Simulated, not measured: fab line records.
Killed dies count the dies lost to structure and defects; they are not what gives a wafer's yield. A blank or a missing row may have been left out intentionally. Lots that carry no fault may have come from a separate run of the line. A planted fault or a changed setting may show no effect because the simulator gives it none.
Which tool did it? :: flow gf180mcu :: 7 lots, 21 wafers sampled, at 1 step of a route of 602

## WHAT EACH GAUGE READ, for each wafer
GF_VT_IMPLANT_OVL_MEAS_29.
lot: L156
measured: day 7 10:16
on: overlay-01
VT_IMPLANT_02_OVL (nm): 0.4 1.7 0.7

lot: L157
measured: day 7 18:10
on: overlay-02
VT_IMPLANT_02_OVL (nm): -0.4 -0.5 0.3

lot: L159
measured: day 8 04:53
on: overlay-02
VT_IMPLANT_02_OVL (nm): 1.9 2.3 1.2

lot: L169
measured: day 11 01:32
on: overlay-01
VT_IMPLANT_02_OVL (nm): 0.5 0.5 0.6

lot: L172
measured: day 11 19:22
on: overlay-02
VT_IMPLANT_02_OVL (nm): 2.6 2.1 2.3

lot: L174
measured: day 12 10:25
on: overlay-01
VT_IMPLANT_02_OVL (nm): -1.1 -0.3 -0.9

lot: L176
measured: day 12 21:41
on: overlay-02
VT_IMPLANT_02_OVL (nm): 0.2 2.4 0.9

## WHICH TOOL RAN EACH LOT (tool, then ch and the chambers of the sampled wafers, then the start)
The record holds no process step before these readings.

## THE ANSWER, worked out from the rows above alone
Rule: the usual values come from the lots themselves. The widest of any qualifying gaps counts: lots, ordered by their means at a reading, are off when they make up no more than a third of the lots, leave a main group of 4 or more, and stand apart from it by 3 or more times the standard deviation of that group's means. Not used: any main group whose means are identical at the precision the tables above print for the reading. A lot without any number at a reading at which 4 lots or more have one is off too. The other lots that the step has rows for count as sound.
No lot is off on any of the readings shown, so nothing can be concluded from this.

## WHAT THE SIMULATOR HAD PUT IN
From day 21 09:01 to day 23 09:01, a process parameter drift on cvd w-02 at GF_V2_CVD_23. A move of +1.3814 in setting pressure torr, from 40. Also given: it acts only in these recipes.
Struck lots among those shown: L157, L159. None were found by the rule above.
